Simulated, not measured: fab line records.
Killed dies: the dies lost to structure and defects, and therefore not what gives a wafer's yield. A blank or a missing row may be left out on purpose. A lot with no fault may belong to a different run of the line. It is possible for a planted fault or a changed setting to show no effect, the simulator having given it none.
Which tool did it?    flow sky130    10 lots, 30 wafers sampled, at 5 steps of a route of 708

== WHAT THE GAUGES SHOWED, per wafer ==
The record lacks any reading of a measuring or inspecting step that a usual standard deviation could be used to judge.

== EACH LOT AND THE TOOL THAT RAN IT (in order: tool; ch and the chambers of the sampled wafers; start) ==
lot   SKY_METAL3_ETCH_16                 SKY_METAL4_SPUTTER_02         SKY_METAL4_METAL_ETCH_18           SKY_VIA4_ETCH_12                    SKY_VIA4_STRIP_13
L567  rie_metal-02 ch 0,1, day 39 10:53  pvd_sputter-03, day 40 14:42  rie_metal-01 ch 0,1, day 42 15:38  rie_diel-02 ch 1,2, day 43 16:29    plasma_asher-04 ch 0,1, day 43 16:33
L568  rie_metal-03 ch 1, day 39 13:47    pvd_sputter-03, day 40 17:16  rie_metal-01 ch 0,1, day 42 17:50  rie_diel-04 ch 0,3, day 43 17:40    plasma_asher-01 ch 0,1, day 43 17:44
L572  rie_metal-01 ch 0,1, day 40 19:52  pvd_sputter-01, day 41 22:58  rie_metal-01 ch 0,1, day 43 22:45  rie_diel-04 ch 0,2, day 44 22:23    plasma_asher-04 ch 0,1, day 44 22:28
L571  rie_metal-03 ch 0,1, day 40 20:56  pvd_sputter-01, day 42 00:42  rie_metal-02 ch 1, day 43 23:45    rie_diel-01 ch 0,1,3, day 44 23:02  plasma_asher-02 ch 0, day 44 23:07
L573  rie_metal-02 ch 0,1, day 40 23:59  pvd_sputter-01, day 42 03:07  rie_metal-04 ch 0,1, day 44 02:41  rie_diel-01 ch 1,2,3, day 45 01:23  plasma_asher-02 ch 0,1, day 45 01:28
L574  rie_metal-01 ch 0,1, day 41 05:22  pvd_sputter-01, day 42 09:00  rie_metal-01 ch 0,1, day 44 07:18  rie_diel-01 ch 2,3, day 45 05:41    plasma_asher-02 ch 0,1, day 45 05:47
L577  rie_metal-01 ch 1, day 42 00:53    pvd_sputter-03, day 43 03:35  rie_metal-04 ch 0,1, day 45 01:47  rie_diel-04 ch 1,2, day 46 00:14    plasma_asher-02 ch 0,1, day 46 00:18
L583  rie_metal-02 ch 0,1, day 43 18:10  pvd_sputter-02, day 44 19:13  rie_metal-01 ch 0,1, day 46 14:00  rie_diel-01 ch 0,1,3, day 47 11:40  plasma_asher-01 ch 0,1, day 47 11:44
L585  rie_metal-03 ch 0,1, day 44 01:52  pvd_sputter-02, day 45 03:03  rie_metal-02 ch 0,1, day 46 22:13  rie_diel-04 ch 0,3, day 47 19:44    plasma_asher-01 ch 0,1, day 47 19:50
L587  rie_metal-02 ch 0,1, day 44 14:49  pvd_sputter-02, day 45 14:55  rie_metal-04 ch 0,1, day 47 09:06  rie_diel-01 ch 0,2, day 48 05:41    plasma_asher-02 ch 0,1, day 48 05:45
- SKY_METAL3_ETCH_16: etches BARC in N2/H2, stops on SiO2, time 88.2 s, target depth 60 nm.
- SKY_METAL4_SPUTTER_02: material AlCu, target thk 735 nm, time 39.1 s.
- SKY_METAL4_METAL_ETCH_18: etches the open film in Cl2/BCl3, stops on SiO2, target depth 845 nm, time 183.1 s.
- SKY_VIA4_ETCH_12: etches SiO2 in C4F8/O2/Ar, stops on TiN, target depth 580 nm.
- SKY_VIA4_STRIP_13: strips in O2/N2.

== WHAT THE TOOLS THEMSELVES READ (means of the sampled wafers that have a number; where no wafer has one, the mark that the record gives instead) ==
SKY_METAL3_ETCH_16. Usual: drypump_motor_current_A 5.87 A, standard deviation 0.2; n2_flow_sccm 99.98 sccm, standard deviation 0.29; oes_product_au 0.626 a.u., standard deviation 0.0049; throttle_valve_pct 13.204 %, standard deviation 0.0096.
lot   tool          drypump_motor_current_A (A)  n2_flow_sccm (sccm)  oes_product_au (a.u.)  throttle_valve_pct (%)  flag
L567  rie_metal-02  5.92                         100.27               0.626                  13.203                  
L568  rie_metal-03  5.61                         99.76                0.624                  13.208                  
L572  rie_metal-01  6.08                         99.91                0.628                  13.216                  
L571  rie_metal-03  5.61                         99.94                0.626                  13.207                  
L573  rie_metal-02  5.93                         100.23               0.624                  13.212                  
L574  rie_metal-01  6.14                         100.14               0.626                  13.203                  
L577  rie_metal-01  6.07                         99.59                0.623                  13.196                  
L583  rie_metal-02  5.94                         100.09               0.631                  13.213                  
L585  rie_metal-03  5.63                         99.71                0.620                  13.206                  
L587  rie_metal-02  5.93                         100.39               0.627                  13.196                  

SKY_METAL4_SPUTTER_02. Usual: 30.1 % for throttle_valve_pct, sd 0.72.
lot   tool            throttle_valve_pct (%)  flag
L567  pvd_sputter-03  30.6                    
L568  pvd_sputter-03  30.6                    
L572  pvd_sputter-01  29.6                    
L571  pvd_sputter-01  29.6                    
L573  pvd_sputter-01  30.4                    
L574  pvd_sputter-01  29.8                    
L577  pvd_sputter-03  30.5                    
L583  pvd_sputter-02  29.7                    
L585  pvd_sputter-02  29.7                    
L587  pvd_sputter-02  30.0                    

SKY_METAL4_METAL_ETCH_18. Usual: drypump_motor_current_A 5.98 A, standard deviation 0.3; mfc_cl2_sccm 60.00 sccm, standard deviation 0.19; oes_product_au 0.865 a.u., standard deviation 0.0063; throttle_valve_pct 22.264 %, standard deviation 0.0093.
lot   tool          drypump_motor_current_A (A)  mfc_cl2_sccm (sccm)  oes_product_au (a.u.)  throttle_valve_pct (%)  flag
L567  rie_metal-01  6.14                         59.78                0.867                  22.260                  
L568  rie_metal-01  6.16                         60.20                0.866                  22.263                  
L572  rie_metal-01  6.13                         59.97                0.861                  22.271                  
L571  rie_metal-02  5.94                         60.05                0.863                  22.260                  
L573  rie_metal-04  6.02                         59.80                0.782                  22.264                  OFF
L574  rie_metal-01  6.17                         59.94                0.784                  22.272                  OFF
L577  rie_metal-04  5.71                         60.22                0.864                  22.264                  
L583  rie_metal-01  6.09                         60.08                0.858                  22.263                  
L585  rie_metal-02  5.93                         60.04                0.869                  22.270                  
L587  rie_metal-04  6.03                         60.14                0.864                  22.270                  

SKY_VIA4_ETCH_12. Usual: 0.925 a.u. for oes_product_au, sd 0.005.
lot   tool         oes_product_au (a.u.)  flag
L567  rie_diel-02  0.926                  
L568  rie_diel-04  0.926                  
L572  rie_diel-04  0.926                  
L571  rie_diel-01  0.919                  
L573  rie_diel-01  0.923                  
L574  rie_diel-01  0.928                  
L577  rie_diel-04  0.929                  
L583  rie_diel-01  0.922                  
L585  rie_diel-04  0.924                  
L587  rie_diel-01  0.926                  

SKY_VIA4_STRIP_13. Usual: drypump_motor_current_A 5.5 A, standard deviation 0.34; n2_flow_sccm 299.8 sccm, standard deviation 0.97; oes_product_au 0.709 a.u., standard deviation 0.0046; strip_time_to_endpoint_s 12.801 s, standard deviation 0.027.
lot   tool             drypump_motor_current_A (A)  n2_flow_sccm (sccm)  oes_product_au (a.u.)  strip_time_to_endpoint_s (s)  flag
L567  plasma_asher-04  5.8                          300.0                0.711                  12.819                        
L568  plasma_asher-01  5.4                          299.3                0.709                  12.813                        
L572  plasma_asher-04  6.0                          298.9                0.707                  12.765                        
L571  plasma_asher-02  5.6                          300.4                0.709                  12.781                        
L573  plasma_asher-02  5.4                          300.0                0.705                  12.805                        
L574  plasma_asher-02  5.3                          300.3                0.709                  12.805                        
L577  plasma_asher-02  5.3                          300.7                0.705                  12.817                        
L583  plasma_asher-01  5.3                          300.3                0.712                  12.803                        
L585  plasma_asher-01  5.5                          301.3                0.710                  12.809                        
L587  plasma_asher-02  5.5                          300.2                0.709                  12.807                        

== THE ANSWER, worked out from the rows above alone ==
Rule: a lot is off if the mean of its wafers that have a number lies more than 3 standard deviations from the usual mean. Also off: a lot with no number at a reading for which 4 or more lots have one. Any other lot the step has rows for is counted as sound. The gauges are gone through in route order, then the tools' own readings, and for those a lot's mean is taken as printed above. The first step at which some lot is off is used, and at that step the reading that is off furthest; a lot without a number counts as furthest.
Off at SKY_METAL4_METAL_ETCH_18 (oes_product_au): L573, L574.
If a tool, at that step or one of the process steps before it, ran each lot that is off and ran no sound lot following the first of them, it fits. One candidate fits, namely pvd_sputter-01 at SKY_METAL4_SPUTTER_02. Its last sound lot is L571 (day 42 00:42), its first lot that is off L573 (day 42 03:07): a fault that began between those two fits.

== WHAT THE SIMULATOR PUT IN ==
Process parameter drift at SKY_METAL4_SPUTTER_02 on pvd_sputter-01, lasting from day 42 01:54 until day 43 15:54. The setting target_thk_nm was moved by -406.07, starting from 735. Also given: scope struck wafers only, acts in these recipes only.
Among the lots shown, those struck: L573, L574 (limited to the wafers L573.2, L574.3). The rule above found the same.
